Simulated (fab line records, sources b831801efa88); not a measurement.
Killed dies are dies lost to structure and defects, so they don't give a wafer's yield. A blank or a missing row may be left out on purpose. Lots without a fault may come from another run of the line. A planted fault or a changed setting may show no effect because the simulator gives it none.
fab line records | flow gf180mcu
record lots=24 wafers=72 last_day=34
route steps=602 shown CONTACT@302 M2@366 V2@385 V3@443
lots that met no fault: from a run of the same line without faults
start_h: hours from the record's first day to the start of the lot's first wafer shown | wait_h: hours since the lot's step before | " the same as in the row above | L1.1+2: a row that stands for several wafers | - no value, or no start given | * or withheld: withheld | < > ~ a bound
route shown NAME@n: a module of which the file shows steps, and the number in the route of the first | usual: mean/standard deviation of fault-free wafers | same: alike in all rows | chamber/n: place in a boat | sites: the reading at each site | _std_site: their standard deviation | _edge_site: outer sites' mean less inner sites' | radius_mm: how far each site lies from the wafer's centre | mask NAME#n: copy n | behind: the tool/chamber that last shaped the wafer | hold: why the lot was held/for how many hours/how that ended | device: the transistor (n, p or np) that didn't switch | end of line: the same wafers' tests at the end of the route | a step without rows: its recipe alone | killed: dies lost to structure and defects at the first sort, not the wafer's yield | map: a wafer's dies, x killed, . not, _ none there
set.NAME: the setting as run; set.NAME@STEP: as run at that earlier step | model.NAME: the simulator's own value behind a step, which no gauge read
steps of the route over a sample of lots; a table a step, a row a wafer
services: from which hour (start_h, from the record's first day; less than 0 if before it) a tool's chamber was out of use, for how many hours, and why
## steps
# step GF_CONTACT_OVL_MEAS_15
# usual CONTACT_OVL=-3/6.5
# columns lot.wafer tool chamber start_h wait_h CONTACT_OVL[nm]
L074.3 overlay-01 - 363.68 0.1 -9
L074.4 " - " " 1
L074.6 " - " " 1
L075.1 overlay-01 - 369.46 0.1 -10
L075.5 " - " " -5
L075.6 " - " " -3
L076.2 overlay-02 - 382.22 0.1 4
L076.3 " - " " 10
L076.6 " - " " 8
L077.2 overlay-02 - 390.69 0.1 2
L077.3 " - " " 1
L077.5 " - " " -6
L078.3 overlay-01 - 399.19 0.1 -3
L078.5 " - " " -2
L078.6 " - " " -10
L079.2 overlay-01 - 411.69 0.1 1
L079.3 " - " " -11
L079.4 " - " " -2
L080.2 overlay-01 - 417.99 0.1 -4
L080.4 " - " " -3
L080.5 " - " " -1
L081.2 overlay-01 - 435.58 0.1 -3
L081.4 " - " " 0
L081.6 " - " " -9
L082.1 overlay-02 - 440.71 0.1 -18
L082.5 " - " " -11
L082.6 " - " " -12
L083.1 overlay-01 - 446.53 0.1 -6
L083.3 " - " " -6
L083.5 " - " " -11
L084.1 overlay-02 - 459.16 0.1 4
L084.3 " - " " 4
L084.6 " - " " -7
L085.1 overlay-02 - 466.72 0.1 6
L085.2 " - " " 6
L085.4 " - " " 3
L086.2 overlay-02 - 473.68 0.1 4
L086.3 " - " " 7
L086.5 " - " " 4
L087.3 overlay-02 - 479.97 0.1 8
L087.5 " - " " 9
L087.6 " - " " 11
L088.1 overlay-01 - 490.71 0.1 -6
L088.2 " - " " 0
L088.6 " - " " -1
L089.3 overlay-01 - 494.24 0.1 -11
L089.5 " - " " -6
L089.6 " - " " 5
L090.1 overlay-01 - 504.82 0.1 -9
L090.3 " - " " -11
L090.5 " - " " -6
L091.2 overlay-02 - 514.82 0.1 -9
L091.4 " - " " -7
L091.5 " - " " -6
L092.2 overlay-01 - 520.98 0.1 -2
L092.3 " - " " -5
L092.5 " - " " 1
L093.3 overlay-02 - 526.48 0.1 -13
L093.4 " - " " -5
L093.6 " - " " -5
L094.2 overlay-02 - 537.98 0.1 -4
L094.3 " - " " -6
L094.4 " - " " -4
L095.2 overlay-01 - 544.32 0.1 -4
L095.4 " - " " -7
L095.6 " - " " -10
L096.2 overlay-02 - 551.97 0.1 -19
L096.3 " - " " -12
L096.5 " - " " -9
L097.1 overlay-01 - 558.43 0.1 -3
L097.3 " - " " -6
L097.6 " - " " 1
# step GF_M2_SPUTTER_04
# recipe material=TiN target_thk_nm=50 power_w=6500 time_s=41.7 chamber_pressure_pa=0.4
# usual throttle_valve_pct=30.2/0.76
# columns lot.wafer tool chamber start_h wait_h throttle_valve_pct
L074.3 pvd_sputter-03 - 413.08 0.0 30.6
L074.4 " - " " 31.0
L074.6 " - " " 29.5
L075.1 pvd_sputter-04 - 419.92 0.0 29.2
L075.5 " - " " 30.3
L075.6 " - " " 29.3
L076.2 pvd_sputter-04 - 433.63 0.0 30.6
L076.3 " - " " 30.8
L076.6 " - " " 29.4
L077.2 pvd_sputter-01 - 442.58 0.0 28.9
L077.3 " - " " 28.7
L077.5 " - " " 29.2
L078.3 pvd_sputter-03 - 451.08 0.0 29.6
L078.5 " - " " 30.5
L078.6 " - " " 30.9
L079.2 pvd_sputter-01 - 463.44 0.0 28.9
L079.3 " - " " 31.5
L079.4 " - " " 30.9
L080.2 pvd_sputter-01 - 470.99 0.0 30.9
L080.4 " - " " 29.2
L080.5 " - " " 30.5
L081.2 pvd_sputter-04 - 488.64 0.0 30.7
L081.4 " - " " 28.8
L081.6 " - " " 30.6
L082.1 pvd_sputter-04 - 493.07 0.0 30.6
L082.5 " - " " 30.6
L082.6 " - " " 30.4
L083.1 pvd_sputter-03 - 499.67 0.0 30.8
L083.3 " - " " 29.4
L083.5 " - " " 30.7
L084.1 pvd_sputter-03 - 512.92 0.0 30.4
L084.3 " - " " 30.5
L084.6 " - " " 30.8
L085.1 pvd_sputter-04 - 519.31 0.0 30.5
L085.2 " - " " 30.6
L085.4 " - " " 29.3
L086.2 pvd_sputter-03 - 525.28 0.0 29.6
L086.3 " - " " 31.0
L086.5 " - " " 30.7
L087.3 pvd_sputter-01 - 531.78 0.0 29.1
L087.5 " - " " 29.2
L087.6 " - " " 31.2
L088.1 pvd_sputter-01 - 542.12 0.0 29.1
L088.2 " - " " 29.1
L088.6 " - " " 31.1
L089.3 pvd_sputter-04 - 545.56 0.0 30.5
L089.5 " - " " 30.4
L089.6 " - " " 31.0
L090.1 pvd_sputter-01 - 555.03 0.0 28.8
L090.3 " - " " 30.7
L090.5 " - " " 31.4
L091.2 pvd_sputter-03 - 564.48 0.0 30.7
L091.4 " - " " 30.8
L091.5 " - " " 29.4
L092.2 pvd_sputter-04 - 571.57 0.0 30.8
L092.3 " - " " 29.0
L092.5 " - " " 30.9
L093.3 pvd_sputter-01 - 575.81 0.0 30.6
L093.4 " - " " 31.6
L093.6 " - " " 29.3
L094.2 pvd_sputter-03 - 587.09 0.0 30.9
L094.3 " - " " 30.8
L094.4 " - " " 29.6
L095.2 pvd_sputter-04 - 593.31 0.0 30.8
L095.4 " - " " 30.6
L095.6 " - " " 29.0
L096.2 pvd_sputter-04 - 601.15 0.0 29.0
L096.3 " - " " 30.8
L096.5 " - " " 30.6
L097.1 pvd_sputter-04 - 606.69 0.0 30.3
L097.3 " - " " 30.6
L097.6 " - " " 30.8
# step GF_M2_RS_MEAS_05
# recipe thk_meas_gauge=four-point-probe reads=TiN_of_M2_SPUTTER_04+Ti_of_M2_SPUTTER_03+AlCu_of_M2_SPUTTER_02+TiN_of_M2_SPUTTER_01+Ti_of_M2_SPUTTER_00
# usual M2_ALCU_RS=0.0693/0.00088
# columns lot.wafer tool chamber start_h wait_h M2_ALCU_RS[ohm/sq]
L074.3 film_metro-02 - 413.16 0.1 0.0702
L074.4 " - " " 0.0695
L074.6 " - " " 0.0688
L075.1 film_metro-02 - 419.96 0.0 0.0675
L075.5 " - " " 0.0692
L075.6 " - " " 0.0680
L076.2 film_metro-04 - 433.69 0.0 0.0693
L076.3 " - " " 0.0685
L076.6 " - " " 0.0679
L077.2 film_metro-04 - 442.64 0.0 0.0695
L077.3 " - " " 0.0686
L077.5 " - " " 0.0683
L078.3 film_metro-04 - 451.16 0.1 0.0698
L078.5 " - " " 0.0708
L078.6 " - " " 0.0713
L079.2 film_metro-02 - 463.50 0.0 0.0685
L079.3 " - " " 0.0684
L079.4 " - " " 0.0695
L080.2 film_metro-04 - 471.05 0.0 0.0696
L080.4 " - " " 0.0685
L080.5 " - " " 0.0704
L081.2 film_metro-04 - 488.70 0.0 0.0695
L081.4 " - " " 0.0686
L081.6 " - " " 0.0696
L082.1 film_metro-02 - 493.11 0.0 0.0705
L082.5 " - " " 0.0695
L082.6 " - " " 0.0700
L083.1 film_metro-04 - 499.71 0.0 0.0698
L083.3 " - " " 0.0692
L083.5 " - " " 0.0696
L084.1 film_metro-02 - 513.00 0.1 0.0711
L084.3 " - " " 0.0701
L084.6 " - " " 0.0699
L085.1 film_metro-04 - 519.35 0.0 0.0681
L085.2 " - " " 0.0687
L085.4 " - " " 0.0678
L086.2 film_metro-02 - 525.34 0.0 0.0700
L086.3 " - " " 0.0712
L086.5 " - " " 0.0711
L087.3 film_metro-04 - 531.86 0.1 0.0676
L087.5 " - " " 0.0678
L087.6 " - " " 0.0675
L088.1 film_metro-04 - 542.16 0.0 0.0703
L088.2 " - " " 0.0699
L088.6 " - " " 0.0700
L089.3 film_metro-02 - 545.64 0.1 0.0679
L089.5 " - " " 0.0689
L089.6 " - " " 0.0697
L090.1 film_metro-02 - 555.07 0.0 0.0690
L090.3 " - " " 0.0703
L090.5 " - " " 0.0695
L091.2 film_metro-02 - 564.54 0.0 0.0704
L091.4 " - " " 0.0698
L091.5 " - " " 0.0691
L092.2 film_metro-04 - 571.63 0.0 0.0696
L092.3 " - " " 0.0688
L092.5 " - " " 0.0689
L093.3 film_metro-04 - 575.89 0.1 0.0692
L093.4 " - " " 0.0691
L093.6 " - " " 0.0685
L094.2 film_metro-04 - 587.15 0.0 0.0695
L094.3 " - " " 0.0685
L094.4 " - " " 0.0684
L095.2 film_metro-04 - 593.38 0.0 0.0685
L095.4 " - " " 0.0687
L095.6 " - " " 0.0679
L096.2 film_metro-04 - 601.21 0.0 0.0697
L096.3 " - " " 0.0704
L096.5 " - " " 0.0694
L097.1 film_metro-04 - 606.73 0.0 0.0688
L097.3 " - " " 0.0692
L097.6 " - " " 0.0694
# step GF_V2_THK_MEAS_03
# recipe reads=SiO2_of_V2_CVD_02
# usual V2_CVD_02_THK=851/12
# columns lot.wafer tool chamber start_h wait_h V2_CVD_02_THK[nm]
L074.3 film_metro-03 - 437.76 0.1 848
L074.4 " - " " 860
L074.6 " - " " 864
L075.1 film_metro-02 - 445.21 0.0 853
L075.5 " - " " 865
L075.6 " - " " 874
L076.2 film_metro-03 - 458.97 0.0 857
L076.3 " - " " 842
L076.6 " - " " 861
L077.2 film_metro-02 - 468.11 0.0 844
L077.3 " - " " 842
L077.5 " - " " 859
L078.3 film_metro-03 - 476.69 0.1 839
L078.5 " - " " 846
L078.6 " - " " 848
L079.2 film_metro-02 - 488.34 0.0 847
L079.3 " - " " 839
L079.4 " - " " 855
L080.2 film_metro-02 - 496.27 0.0 838
L080.4 " - " " 856
L080.5 " - " " 856
L081.2 film_metro-03 - 513.13 0.1 836
L081.4 " - " " 860
L081.6 " - " " 841
L082.1 film_metro-02 - 518.34 0.0 837
L082.5 " - " " 846
L082.6 " - " " 866
L083.1 film_metro-02 - 524.36 0.0 842
L083.3 " - " " 853
L083.5 " - " " 840
L084.1 film_metro-03 - 537.32 0.0 841
L084.3 " - " " 833
L084.6 " - " " 845
L085.1 film_metro-02 - 543.59 0.0 850
L085.2 " - " " 832
L085.4 " - " " 850
L086.2 film_metro-02 - 549.24 0.0 831
L086.3 " - " " 836
L086.5 " - " " 857
L087.3 film_metro-02 - 555.56 0.1 864
L087.5 " - " " 876
L087.6 " - " " 872
L088.1 film_metro-02 - 565.21 0.0 839
L088.2 " - " " 829
L088.6 " - " " 853
L089.3 film_metro-03 - 569.07 0.1 838
L089.5 " - " " 862
L089.6 " - " " 847
L090.1 film_metro-03 - 578.13 0.0 849
L090.3 " - " " 852
L090.5 " - " " 863
L091.2 film_metro-02 - 587.62 0.0 849
L091.4 " - " " 850
L091.5 " - " " 872
L092.2 film_metro-03 - 594.02 0.0 867
L092.3 " - " " 858
L092.5 " - " " 867
L093.3 film_metro-03 - 597.95 0.1 851
L093.4 " - " " 858
L093.6 " - " " 862
L094.2 film_metro-02 - 609.73 0.0 846
L094.3 " - " " 826
L094.4 " - " " 855
L095.2 film_metro-03 - 615.87 0.0 844
L095.4 " - " " 846
L095.6 " - " " 858
L096.2 film_metro-02 - 622.61 0.0 861
L096.3 " - " " 855
L096.5 " - " " 878
L097.1 film_metro-02 - 627.56 0.0 858
L097.3 " - " " 848
L097.6 " - " " 859
# step GF_V2_CD_MEAS_14
# recipe target_cd_nm=260
# usual cd_nm=260.3/1.2
# columns lot.wafer tool chamber start_h wait_h cd_nm
L074.3 cd_sem-01 - 462.49 0.1 260.3
L074.4 " - " " 260.6
L074.6 " - " " 260.0
L075.1 cd_sem-02 - 470.11 0.1 260.9
L075.5 " - " " 262.2
L075.6 " - " " 261.3
L076.2 cd_sem-02 - 483.37 0.1 259.7
L076.3 " - " " 259.8
L076.6 " - " " 260.8
L077.2 cd_sem-01 - 492.31 0.1 260.5
L077.3 " - " " 259.9
L077.5 " - " " 261.7
L078.3 cd_sem-02 - 500.55 0.1 261.1
L078.5 " - " " 260.8
L078.6 " - " " 262.9
L079.2 cd_sem-01 - 511.63 0.1 260.2
L079.3 " - " " 260.6
L079.4 " - " " 259.2
L080.2 cd_sem-01 - 520.06 0.1 258.9
L080.4 " - " " 260.1
L080.5 " - " " 259.5
L081.2 cd_sem-02 - 536.66 0.1 259.1
L081.4 " - " " 260.6
L081.6 " - " " 259.1
L082.1 cd_sem-01 - 541.10 0.1 260.7
L082.5 " - " " 262.0
L082.6 " - " " 260.1
L083.1 cd_sem-02 - 547.45 0.1 261.4
L083.3 " - " " 261.1
L083.5 " - " " 261.7
L084.1 cd_sem-01 - 560.21 0.1 261.3
L084.3 " - " " 260.5
L084.6 " - " " 258.2
L085.1 cd_sem-02 - 566.44 0.2 260.0
L085.2 " - " " 259.4
L085.4 " - " " 259.6
L086.2 cd_sem-02 - 572.08 0.1 260.8
L086.3 " - " " 261.5
L086.5 " - " " 259.4
L087.3 cd_sem-01 - 578.03 0.1 258.2
L087.5 " - " " 258.5
L087.6 " - " " 257.4
L088.1 cd_sem-02 - 587.65 0.1 259.0
L088.2 " - " " 260.0
L088.6 " - " " 260.0
L089.3 cd_sem-01 - 591.78 0.1 259.4
L089.5 " - " " 260.2
L089.6 " - " " 261.0
L090.1 cd_sem-02 - 599.81 0.1 259.3
L090.3 " - " " 258.9
L090.5 " - " " 259.8
L091.2 cd_sem-02 - 609.08 0.1 262.7
L091.4 " - " " 261.4
L091.5 " - " " 261.5
L092.2 cd_sem-02 - 615.72 0.1 260.5
L092.3 " - " " 259.9
L092.5 " - " " 259.9
L093.3 cd_sem-01 - 619.34 0.1 259.7
L093.4 " - " " 260.0
L093.6 " - " " 260.0
L094.2 cd_sem-01 - 630.18 0.1 261.7
L094.3 " - " " 261.0
L094.4 " - " " 259.9
L095.2 cd_sem-01 - 636.18 0.1 258.8
L095.4 " - " " 259.1
L095.6 " - " " 258.3
L096.2 cd_sem-01 - 642.91 0.1 260.1
L096.3 " - " " 260.9
L096.5 " - " " 261.7
L097.1 cd_sem-01 - 648.24 0.1 261.3
L097.3 " - " " 262.2
L097.6 " - " " 262.1
# step GF_V3_CD_MEAS_14
# recipe target_cd_nm=260
# usual cd_nm=260.1/1.3
# columns lot.wafer tool chamber start_h wait_h cd_nm
L074.3 cd_sem-02 - 513.25 0.1 259.8
L074.4 " - " " 259.9
L074.6 " - " " 259.3
L075.1 cd_sem-01 - 521.51 0.1 257.1
L075.5 " - " " 258.0
L075.6 " - " " 259.4
L076.2 cd_sem-02 - 533.11 0.1 259.6
L076.3 " - " " 258.7
L076.6 " - " " 259.9
L077.2 cd_sem-02 - 542.91 0.1 261.0
L077.3 " - " " 259.7
L077.5 " - " " 258.5
L078.3 cd_sem-02 - 551.20 0.1 261.2
L078.5 " - " " 262.2
L078.6 " - " " 262.3
L079.2 cd_sem-01 - 561.71 0.1 261.6
L079.3 " - " " 261.5
L079.4 " - " " 262.4
L080.2 cd_sem-02 - 568.51 0.1 257.5
L080.4 " - " " 257.7
L080.5 " - " " 256.8
L081.2 cd_sem-02 - 584.96 0.1 261.4
L081.4 " - " " 261.6
L081.6 " - " " 260.7
L082.1 cd_sem-02 - 588.81 0.1 259.1
L082.5 " - " " 259.0
L082.6 " - " " 259.7
L083.1 cd_sem-01 - 594.18 0.2 260.2
L083.3 " - " " 260.0
L083.5 " - " " 260.9
L084.1 cd_sem-01 - 605.69 0.1 259.5
L084.3 " - " " 259.4
L084.6 " - " " 259.7
L085.1 cd_sem-01 - 612.04 0.1 261.4
L085.2 " - " " 261.7
L085.4 " - " " 262.0
L086.2 cd_sem-01 - 617.83 0.1 259.2
L086.3 " - " " 259.3
L086.5 " - " " 258.6
L087.3 cd_sem-01 - 622.47 0.1 260.1
L087.5 " - " " 261.2
L087.6 " - " " 260.9
L088.1 cd_sem-02 - 632.36 0.1 259.3
L088.2 " - " " 259.9
L088.6 " - " " 260.6
L089.3 cd_sem-01 - 635.72 0.1 259.7
L089.5 " - " " 259.5
L089.6 " - " " 259.7
L090.1 cd_sem-01 - 643.24 0.1 260.9
L090.3 " - " " 260.6
L090.5 " - " " 261.4
L091.2 cd_sem-01 - 652.51 0.1 259.9
L091.4 " - " " 260.1
L091.5 " - " " 259.3
L092.2 cd_sem-01 - 659.06 0.1 260.2
L092.3 " - " " 261.1
L092.5 " - " " 260.4
L093.3 cd_sem-02 - 662.03 0.1 261.1
L093.4 " - " " 262.3
L093.6 " - " " 262.0
L094.2 cd_sem-01 - 672.40 0.1 259.6
L094.3 " - " " 258.9
L094.4 " - " " 259.6
L095.2 cd_sem-02 - 678.25 0.1 261.5
L095.4 " - " " 261.1
L095.6 " - " " 261.6
L096.2 cd_sem-02 - 684.58 0.1 258.4
L096.3 " - " " 259.2
L096.5 " - " " 258.7
L097.1 cd_sem-01 - 690.19 0.1 258.6
L097.3 " - " " 259.2
L097.6 " - " " 260.9
## services
# columns tool chamber start_h hours kind
pvd_sputter-03 - 401.01 2.1 repair
pvd_sputter-03 - 484.16 2.4 repair
pvd_sputter-01 0 484.34 - consumable_replace:kit
pvd_sputter-01 0 484.34 18.0 scheduled_down
pvd_sputter-01 0 484.34 18.0 vent_cycle
pvd_sputter-03 2 499.71 - consumable_replace:kit
pvd_sputter-03 2 499.71 18.0 scheduled_down
pvd_sputter-03 2 499.71 18.0 vent_cycle
pvd_sputter-04 - 560.63 0.9 repair
pvd_sputter-03 - 577.02 4.0 repair
pvd_sputter-04 2 580.09 - consumable_replace:kit
pvd_sputter-04 2 580.09 18.0 scheduled_down
pvd_sputter-04 2 580.09 18.0 vent_cycle
pvd_sputter-01 - 590.01 0.7 repair
## key
fault none
